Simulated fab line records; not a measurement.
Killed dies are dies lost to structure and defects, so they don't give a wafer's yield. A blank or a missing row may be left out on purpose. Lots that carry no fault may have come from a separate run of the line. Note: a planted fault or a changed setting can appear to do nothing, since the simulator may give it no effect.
fab line records	flow gf180mcu	part 2 of 2: steps 33 to 43 of 43
record lots=5	wafers=15	last-day=32
route steps=602 shown NSD@247 PSD@248 SAB@264 SALICIDE@278 CONTACT@287
lots that met no fault: from a run of the same line without faults
start-h: hours from the record's first day to the start of the lot's first wafer shown	wait-h: hours since the lot's step before	" as in the row above	L1.1+2: one row covering several wafers at once	- value missing, or start not given	* or withheld: withheld	< > ~ a bound
route shown NAME@n: names a module that has steps shown in the file, with the first one's number in the route	usual: mean/standard deviation of fault-free wafers	same: alike in all rows	chamber/n: place in a boat	sites: each site's reading	_std_site: standard deviation across them	_edge_site: mean of outer sites minus mean of inner sites	radius-mm: for every site, how far away it sits from the centre of the wafer	mask NAME#n: copy n	behind: the tool/chamber that last shaped the wafer	hold: why the lot was held/for how many hours/how that ended	device: whichever transistor did not switch (one of n, p or np)	end of line: the tests these same wafers got at the end of their route	where a step has no rows: the recipe by itself	killed: count of dies lost to structure and defects at first sort (not the wafer's yield)	map: shows each die of a wafer: x if killed, . if not, _ if none is there
set.NAME: the run value of the setting; set.NAME@STEP: its run value at that earlier step	model.NAME: the simulator's own value behind a step, which no gauge read
lots seen at some steps along the route; tables by step, rows by wafer
services: the hour from which a tool's chamber was out of use, counted from the record's first day as start-h (under 0 if before that day), plus the number of hours and why
## steps
# step GF_SALICIDE_WET_ETCH_01
# recipe chemistry=dHF	target-depth-nm=5	dry=ipa-marangoni	target=SiO2	temp-c=25	dilution=100:1	time-s=100
lot.wafer	tool	chamber	start-h	wait-h
L077.2+3+6	wet-bench-03	3	369.87	0.0
L078.2+5+6	wet-bench-02	0	370.31	0.0
L086.2+3+5	wet-bench-01	1	447.87	0.0
L087.1+2+5	wet-bench-03	1	456.01	0.0
L090.2+3+6	wet-bench-01	2	473.65	0.0
# step GF_SALICIDE_SPUTTER_02
# recipe material=Co	target-thk-nm=10	power-w=1000	time-s=20	chamber-pressure-pa=0.4
# usual throttle-valve-pct=30.0/1.2
lot.wafer	tool	chamber	start-h	wait-h	throttle-valve-pct
L077.2	pvd-sputter-01	-	369.91	0.0	30.3
L077.3	"	-	"	"	30.7
L077.6	"	-	"	"	30.7
L078.2	pvd-sputter-03	-	370.35	0.0	28.0
L078.5	"	-	"	"	27.5
L078.6	"	-	"	"	31.5
L086.2	pvd-sputter-01	-	447.91	0.0	30.4
L086.3	"	-	"	"	29.1
L086.5	"	-	"	"	30.4
L087.1	pvd-sputter-04	-	456.05	0.0	29.8
L087.2	"	-	"	"	29.0
L087.5	"	-	"	"	28.7
L090.2	pvd-sputter-03	-	473.69	0.0	31.4
L090.3	"	-	"	"	27.7
L090.6	"	-	"	"	30.5
# step GF_SALICIDE_SPUTTER_03
# recipe material=TiN	target-thk-nm=20	power-w=6500	time-s=16.7	chamber-pressure-pa=0.4
# usual throttle-valve-pct=30.0/1.1
lot.wafer	tool	chamber	start-h	wait-h	throttle-valve-pct
L077.2	pvd-sputter-01	-	369.94	0.0	30.2
L077.3	"	-	"	"	30.8
L077.6	"	-	"	"	30.7
L078.2	pvd-sputter-03	-	370.38	0.0	27.9
L078.5	"	-	"	"	27.4
L078.6	"	-	"	"	31.6
L086.2	pvd-sputter-01	-	447.94	0.0	30.9
L086.3	"	-	"	"	29.2
L086.5	"	-	"	"	30.2
L087.1	pvd-sputter-04	-	456.08	0.0	29.8
L087.2	"	-	"	"	28.7
L087.5	"	-	"	"	28.9
L090.2	pvd-sputter-03	-	473.72	0.0	31.2
L090.3	"	-	"	"	27.8
L090.6	"	-	"	"	30.4
# step GF_SALICIDE_RS_MEAS_04
# recipe thk-meas-gauge=four-point-probe	reads=TiN_of_SALICIDE_SPUTTER_03+Co_of_SALICIDE_SPUTTER_02
# usual SALICIDE_TIN_RS=16.24/0.27
lot.wafer	tool	chamber	start-h	wait-h	SALICIDE_TIN_RS[ohm/sq]
L077.2	film-metro-04	-	369.98	0.0	16.27
L077.3	"	-	"	"	16.19
L077.6	"	-	"	"	16.32
L078.2	film-metro-01	-	370.42	0.0	16.53
L078.5	"	-	"	"	16.34
L078.6	"	-	"	"	16.40
L086.2	film-metro-04	-	447.98	0.0	16.14
L086.3	"	-	"	"	15.92
L086.5	"	-	"	"	16.45
L087.1	film-metro-03	-	456.11	0.0	15.99
L087.2	"	-	"	"	15.87
L087.5	"	-	"	"	15.98
L090.2	film-metro-04	-	473.76	0.0	16.00
L090.3	"	-	"	"	15.70
L090.6	"	-	"	"	16.02
# step GF_SALICIDE_THK_MEAS_05
# recipe thk-meas-gauge=xrf	reads=TiN_of_SALICIDE_SPUTTER_03
# usual SALICIDE_TIN_THK=20.30/0.24
lot.wafer	tool	chamber	start-h	wait-h	SALICIDE_TIN_THK[nm]
L077.2	film-metro-04	-	370.09	0.1	19.87
L077.3	"	-	"	"	20.19
L077.6	"	-	"	"	20.41
L078.2	film-metro-01	-	370.53	0.1	20.60
L078.5	"	-	"	"	20.52
L078.6	"	-	"	"	20.69
L086.2	film-metro-04	-	448.09	0.1	20.43
L086.3	"	-	"	"	20.26
L086.5	"	-	"	"	20.05
L087.1	film-metro-03	-	456.23	0.1	20.58
L087.2	"	-	"	"	20.53
L087.5	"	-	"	"	20.50
L090.2	film-metro-04	-	473.87	0.1	20.17
L090.3	"	-	"	"	20.59
L090.6	"	-	"	"	20.27
# step GF_SALICIDE_RTA_06
# recipe temp-c=530	time-s=30	ambient=N2
# usual lamp-power-pct=7.4/0.6	wafer_temp_C_max=532.6/0.61
lot.wafer	tool	chamber	start-h	wait-h	lamp-power-pct	wafer_temp_C_max
L077.2	rtp-anneal-01	0	370.16	0.1	8.1	532.3
L077.3	"	0	"	"	8.1	531.9
L077.6	"	0	"	"	8.1	532.4
L078.2	rtp-anneal-01	0	370.60	0.1	8.1	532.1
L078.5	"	0	"	"	8.1	531.6
L078.6	"	0	"	"	8.1	532.2
L086.2	rtp-anneal-02	0	448.16	0.1	6.9	532.8
L086.3	"	0	"	"	6.9	533.7
L086.5	"	0	"	"	6.9	533.2
L087.1	rtp-anneal-02	0	456.29	0.1	6.9	532.7
L087.2	"	0	"	"	6.9	533.1
L087.5	"	0	"	"	6.9	533.0
L090.2	rtp-anneal-01	0	473.94	0.1	8.1	532.0
L090.3	"	0	"	"	8.1	532.1
L090.6	"	0	"	"	8.1	532.0
# step GF_SALICIDE_WET_ETCH_07
# recipe chemistry=SPM	target-depth-nm=120	dry=n2-spin
lot.wafer	tool	chamber	start-h	wait-h
L077.2+3+6	wet-bench-01	0	370.24	0.1
L078.2+5+6	wet-bench-03	0	370.68	0.1
L086.2+3+5	wet-bench-01	1	448.24	0.1
L087.1+2+5	wet-bench-02	3	456.39	0.1
L090.2+3+6	wet-bench-03	0	474.02	0.1
# step GF_SALICIDE_RTA_08
# recipe temp-c=800	time-s=30	ambient=N2
# usual lamp-power-pct=21.2/1.7	wafer_temp_C_max=803.6/1
lot.wafer	tool	chamber	start-h	wait-h	lamp-power-pct	wafer_temp_C_max
L077.2	rtp-anneal-02	0	370.35	0.0	19.2	804.3
L077.3	"	0	"	"	19.2	804.0
L077.6	"	0	"	"	19.2	803.9
L078.2	rtp-anneal-02	0	370.79	0.0	19.2	804.7
L078.5	"	0	"	"	19.2	804.6
L078.6	"	0	"	"	19.2	804.6
L086.2	rtp-anneal-01	0	448.35	0.0	22.5	802.7
L086.3	"	0	"	"	22.6	803.1
L086.5	"	0	"	"	22.6	803.4
L087.1	rtp-anneal-01	0	456.50	0.0	22.6	802.8
L087.2	"	0	"	"	22.6	803.0
L087.5	"	0	"	"	22.6	803.0
L090.2	rtp-anneal-02	0	474.14	0.0	19.2	805.6
L090.3	"	0	"	"	19.2	804.3
L090.6	"	0	"	"	19.2	804.9
# step GF_CONTACT_CVD_00
# recipe material=SiO2	target-thk-nm=300	sigma-open-frac=0.3	temp-c=400	time-s=50	sih4-flow-sccm=60	pressure-mtorr=6
lot.wafer	tool	chamber	start-h	wait-h
L077.2+3+6	hdpcvd-01	1,2,1	370.43	0.1
L078.2+5+6	hdpcvd-02	2,2,1	370.87	0.1
L086.2+3+5	hdpcvd-02	1,0,0	448.43	0.1
L087.1+2+5	hdpcvd-02	0,2,2	456.60	0.1
L090.2+3+6	hdpcvd-02	1,2,2	474.22	0.1
# step GF_CONTACT_THK_MEAS_01
# recipe reads=SiO2_of_CONTACT_CVD_00
# usual CONTACT_CVD_00_THK=297.5/2.8
lot.wafer	tool	chamber	start-h	wait-h	CONTACT_CVD_00_THK[nm]
L077.2	film-metro-04	-	370.51	0.1	300.0
L077.3	"	-	"	"	294.5
L077.6	"	-	"	"	298.8
L078.2	film-metro-04	-	370.93	0.0	297.3
L078.5	"	-	"	"	297.6
L078.6	"	-	"	"	299.2
L086.2	film-metro-02	-	448.49	0.0	292.1
L086.3	"	-	"	"	297.1
L086.5	"	-	"	"	295.4
L087.1	film-metro-02	-	456.64	0.0	294.4
L087.2	"	-	"	"	297.4
L087.5	"	-	"	"	295.2
L090.2	film-metro-04	-	474.28	0.0	300.1
L090.3	"	-	"	"	301.9
L090.6	"	-	"	"	295.2
# step GF_CONTACT_CVD_02
# recipe material=SiO2	target-thk-nm=860	precursor=TEOS	temp-c=400	time-s=95.992	rf-w=600
# usual heater-power-w=671/85
lot.wafer	tool	chamber	start-h	wait-h	heater-power-w
L077.2	pecvd-04	0	370.56	0.0	656
L077.3	"	2	"	"	724
L077.6	"	2	"	"	601
L078.2	pecvd-01	0	370.98	0.0	697
L078.5	"	0	"	"	552
L078.6	"	1	"	"	732
L086.2	pecvd-04	0	448.54	0.0	548
L086.3	"	1	"	"	584
L086.5	"	2	"	"	747
L087.1	pecvd-01	0	456.70	0.1	632
L087.2	"	1	"	"	759
L087.5	"	0	"	"	676
L090.2	pecvd-01	1	474.33	0.0	834
L090.3	"	2	"	"	685
L090.6	"	1	"	"	668
## services
tool	chamber	start-h	hours	kind
iline-stepper-01	-	314.12	4.5	repair
pecvd-04	2	315.08	19.7	repair
rie-diel-03	2	332.10	3.7	repair
implanter-01	-	332.66	0.5	repair
pvd-sputter-04	-	335.25	1.0	repair
hdpcvd-02	-	337.45	0.3	repair
pecvd-01	1	338.23	17.5	repair
hdpcvd-02	-	343.04	0.5	repair
iline-stepper-02	-	356.55	1.7	pm
pvd-sputter-01	-	362.24	3.7	repair
pecvd-01	1	372.52	5.7	repair
implanter-04	-	374.82	2.2	repair
rtp-anneal-02	-	376.88	6.6	pm
pecvd-04	-	377.68	2.8	pm
pvd-sputter-03	-	389.93	4.5	repair
implanter-01	-	390.17	14.0	pm
pecvd-01	2	409.77	7.1	repair
plasma-asher-03	-	416.59	3.8	repair
pvd-sputter-01	-	429.26	13.2	repair
pvd-sputter-04	-	439.37	9.9	repair
plasma-asher-04	-	445.89	1.3	repair
pvd-sputter-01	-	456.75	23.6	repair
pecvd-04	1	461.76	6.2	repair
wet-bench-02	-	473.71	1.9	pm
